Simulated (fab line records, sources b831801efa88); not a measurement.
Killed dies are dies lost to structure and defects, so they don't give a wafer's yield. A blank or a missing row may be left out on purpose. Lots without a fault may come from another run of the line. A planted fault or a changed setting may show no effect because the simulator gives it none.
Tool commonality check | flow sky130 | 12 lots, 36 wafers sampled

WHY IT WAS OPENED
At SKY_LDD_LDN_TW_MEAS_13 the reading LDD_LDN_TW is flagged on 1 of 12 lots. Wafers without a fault read 1478, standard deviation 17.
Rule: a lot is flagged when every wafer of it that has a number lies more than 4 standard deviations from that mean, or none has a number. The other lots count as sound.

lot  | measured     | on            | LDD_LDN_TW, wafer by wafer | flag
L822 | day 24 11:36 | film_metro-01 | 30 30 30                   | FLAGGED
L825 | day 25 08:21 | film_metro-01 | 1459 1462 1459             |
L827 | day 25 21:31 | film_metro-03 | 1492 1494 1499             |
L830 | day 27 06:20 | film_metro-01 | 1462 1464 1455             |
L832 | day 27 11:37 | film_metro-01 | 1463 1463 1460             |
L833 | day 28 08:33 | film_metro-03 | 1483 1491 1500             |
L835 | day 29 00:18 | film_metro-03 | 1492 1499 1502             |
L836 | day 29 02:11 | film_metro-01 | 1449 1446 1462             |
L838 | day 29 18:06 | film_metro-03 | 1497 1488 1497             |
L839 | day 30 02:40 | film_metro-03 | 1493 1491 1493             |
L841 | day 30 18:16 | film_metro-02 | 1480 1466 1480             |
L842 | day 30 20:07 | film_metro-03 | 1497 1482 1491             |
The numbers of the flagged lots are 30 on average: -1448 against the usual, or -85 standard deviations.

WHICH TOOL RAN EACH LOT
The record holds 2 process steps before the reading, out of a route of 708 steps. In each cell: the tool, then ch and the chambers that the sampled wafers went through, then the start.
lot  | flag    | SKY_NWELL_RTA_28                 | SKY_LDD_LDN_EXPOSE_04
L822 | FLAGGED | rtp_anneal-02 ch 0, day 6 07:43  | iline_stepper-02 ch 0, day 23 19:37
L825 |         | rtp_anneal-02 ch 0, day 6 23:44  | iline_stepper-02 ch 0, day 24 17:13
L827 |         | rtp_anneal-01 ch 0, day 7 05:59  | iline_stepper-01 ch 0, day 25 06:12
L830 |         | rtp_anneal-01 ch 0, day 8 02:50  | iline_stepper-02 ch 0, day 26 15:53
L832 |         | rtp_anneal-01 ch 0, day 8 09:38  | iline_stepper-01 ch 0, day 26 21:26
L833 |         | rtp_anneal-02 ch 0, day 9 00:52  | iline_stepper-01 ch 0, day 27 17:29
L835 |         | rtp_anneal-02 ch 0, day 9 13:31  | iline_stepper-02 ch 0, day 28 09:42
L836 |         | rtp_anneal-01 ch 0, day 9 21:09  | iline_stepper-02 ch 0, day 28 11:46
L838 |         | rtp_anneal-01 ch 0, day 10 05:19 | iline_stepper-02 ch 0, day 29 02:32
L839 |         | rtp_anneal-01 ch 0, day 10 12:05 | iline_stepper-01 ch 0, day 29 12:27
L841 |         | rtp_anneal-02 ch 0, day 10 21:50 | iline_stepper-02 ch 0, day 30 03:26
L842 |         | rtp_anneal-01 ch 0, day 11 02:10 | iline_stepper-01 ch 0, day 30 05:50
What these steps do:
- SKY_NWELL_RTA_28: time 30 s.
- SKY_LDD_LDN_EXPOSE_04: exposes mask LDNTM, target cd 700 nm.
- SKY_LDD_LDN_TW_MEAS_13

FLAGGED OVER TOTAL, TOOL BY TOOL (the gauges that took the reading come last)
step                   | tool             | lots run | flagged | share of the flagged lots | sound lots run after its first flagged lot
SKY_NWELL_RTA_28       | rtp_anneal-01    | 7        | 0       | none                      | -
SKY_NWELL_RTA_28       | rtp_anneal-02    | 5        | 1       | all                       | 4 (L825,L833,L835,L841)
SKY_LDD_LDN_EXPOSE_04  | iline_stepper-01 | 5        | 0       | none                      | -
SKY_LDD_LDN_EXPOSE_04  | iline_stepper-02 | 7        | 1       | all                       | 6 (L825,L830,L835,L836,L838,L841)
SKY_LDD_LDN_TW_MEAS_13 | film_metro-01    | 5        | 1       | all                       | 4 (L825,L830,L832,L836)
SKY_LDD_LDN_TW_MEAS_13 | film_metro-02    | 1        | 0       | none                      | -
SKY_LDD_LDN_TW_MEAS_13 | film_metro-03    | 6        | 0       | none                      | -

WHAT THE TABLE ALLOWS
3 rows of the table ran every flagged lot: rtp_anneal-02 at SKY_NWELL_RTA_28, iline_stepper-02 at SKY_LDD_LDN_EXPOSE_04, film_metro-01 at SKY_LDD_LDN_TW_MEAS_13.
- rtp_anneal-02 at SKY_NWELL_RTA_28: 1 of its 5 lots flagged. Sound lots ran on it after the first flagged one (L825, L833, L835, L841), which a lasting fault on the whole tool wouldn't allow.
- iline_stepper-02 at SKY_LDD_LDN_EXPOSE_04: 1 of its 7 lots flagged. Sound lots ran on it after the first flagged one (L825, L830, L835, L836, L838, L841), which a lasting fault on the whole tool wouldn't allow.
- film_metro-01 at SKY_LDD_LDN_TW_MEAS_13: 1 of its 5 lots flagged. Sound lots ran on it after the first flagged one (L825, L830, L832, L836), which a lasting fault on the whole tool wouldn't allow.
No row of the table ran every flagged lot and no sound lot after the first.

WHAT THE SIMULATOR HAD PUT IN
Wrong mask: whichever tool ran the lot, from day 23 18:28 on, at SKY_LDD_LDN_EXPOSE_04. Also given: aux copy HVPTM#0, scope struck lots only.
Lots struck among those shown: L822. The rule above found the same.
